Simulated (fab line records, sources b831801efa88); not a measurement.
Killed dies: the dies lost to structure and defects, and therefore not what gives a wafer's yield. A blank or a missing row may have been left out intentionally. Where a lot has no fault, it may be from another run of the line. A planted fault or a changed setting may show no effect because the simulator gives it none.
Matching of chambers | flow gf180mcu | GF_V3_ETCH_16 on rieDiel-03 has 4 sister chambers
The step etches BARC in N2/H2. 7 wafers are shown with their chamber, then 9 later ones without.

== EACH WAFER AND ITS CHAMBER ==
wafer  | chamber | throttleValvePct (%) | oesProductAu (a.u.)
L441.5 | 0       | 13.238               | 0.857
L443.3 | 3       | 13.218               | 0.863
L444.4 | 3       | 13.224               | 0.859
L444.5 | 1       | 13.246               | 0.861
L448.4 | 2       | 13.231               | 0.851
L448.5 | 2       | 13.225               | 0.858
L448.6 | 1       | 13.231               | 0.859

== WAFERS WITHOUT THEIR CHAMBER ==
wafer  | throttleValvePct (%) | oesProductAu (a.u.)
L449.3 | 13.229               | 0.852
L449.4 | 13.221               | 0.855
L449.5 | 13.218               | 0.852
L450.1 | 13.229               | 0.856
L450.4 | 13.228               | 0.851
L450.5 | 13.223               | 0.855
L451.2 | 13.216               | 0.858
L451.4 | 13.225               | 0.852
L451.6 | 13.250               | 0.860

== WHICH CHAMBER EACH ONE RAN IN ==
wafer  | from the rows above               | in truth
L449.3 | can't be placed: 2 or 0 or 1      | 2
L449.4 | can't be placed: 2 or 3 or 0 or 1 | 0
L449.5 | can't be placed: 2 or 3 or 0      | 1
L450.1 | can't be placed: 2 or 0 or 1 or 3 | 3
L450.4 | can't be placed: 2 or 0           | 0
L450.5 | can't be placed: 2 or 3 or 0 or 1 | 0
L451.2 | can't be placed: 3 or 2           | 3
L451.4 | can't be placed: 2 or 0 or 3      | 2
L451.6 | can't be placed: 1 or 0 or 2      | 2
Correct placement for 0 of the 9. Can't be placed from these rows: 9 (the true chamber is among the candidates in 8). Placed wrongly: 0.
How it was worked out, from the rows above alone: a wafer's distance from a chamber is the root of the sum, over the readings, of the square of ((its reading less the chamber's mean) divided by the reading's scatter). If the next closest chamber is less than 2 further off than the closest, the wafer can't be placed; otherwise it belongs to the closest. Each chamber's mean is taken over the wafers shown for it. The scatter: the root of (the sum of the squares of (reading less its chamber's mean) over the shown wafers, divided by (wafers less chambers)).
